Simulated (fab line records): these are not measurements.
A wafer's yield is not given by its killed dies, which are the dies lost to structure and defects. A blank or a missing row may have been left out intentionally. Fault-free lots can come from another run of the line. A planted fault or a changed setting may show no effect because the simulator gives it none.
Matching of chambers :: flow sfqLine :: 3 sister chambers for SFQ_TRILAYER_I6_DEP_PECVD_165 on pecvd-01
The step deposits SiO2 from SiH4/N2O, time 111.11 s, target thk 500 nm. 3 wafers are shown with their chamber, then 7 later ones without.

## WAFERS PAIRED WITH THEIR CHAMBERS
wafer: L124.1
chamber: 1
throttleValvePct (%): 25.2

wafer: L124.2
chamber: 2
throttleValvePct (%): 27.1

wafer: L127.5
chamber: 0
throttleValvePct (%): 23.8

## WAFERS MISSING THEIR CHAMBER
wafer: L127.6
throttleValvePct (%): 23.7

wafer: L130.2
throttleValvePct (%): 23.7

wafer: L130.4
throttleValvePct (%): 22.7

wafer: L130.5
throttleValvePct (%): 23.9

wafer: L132.1
throttleValvePct (%): 22.4

wafer: L132.4
throttleValvePct (%): 22.2

wafer: L132.5
throttleValvePct (%): 23.5

## EACH ONE'S CHAMBER
wafer: L127.6
from the rows above: can't be placed: 0 or 1
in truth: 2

wafer: L130.2
from the rows above: can't be placed: 0 or 1
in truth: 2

wafer: L130.4
from the rows above: can't be placed: 0 or 1
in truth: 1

wafer: L130.5
from the rows above: can't be placed: 0 or 1
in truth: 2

wafer: L132.1
from the rows above: can't be placed: 0 or 1
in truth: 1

wafer: L132.4
from the rows above: can't be placed: 0 or 1
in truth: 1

wafer: L132.5
from the rows above: can't be placed: 0 or 1
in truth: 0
Correct placement for 0 of the 7. Unplaceable from these rows: 7, with the true chamber sitting among the candidates in 4. Placed wrongly: 0.
How it was worked out, from the rows above alone: a wafer's distance from a chamber is the root of the sum, over the readings, of the square of ((its reading less the chamber's mean) divided by the reading's scatter). The wafer belongs to the nearest chamber; if the next one is less than 2 further off, it can't be placed. The mean given for a chamber averages the wafers shown for that chamber. The scatter: root of mean squared gap, hidden wafer to nearest shown wafer, with one shown wafer a chamber.
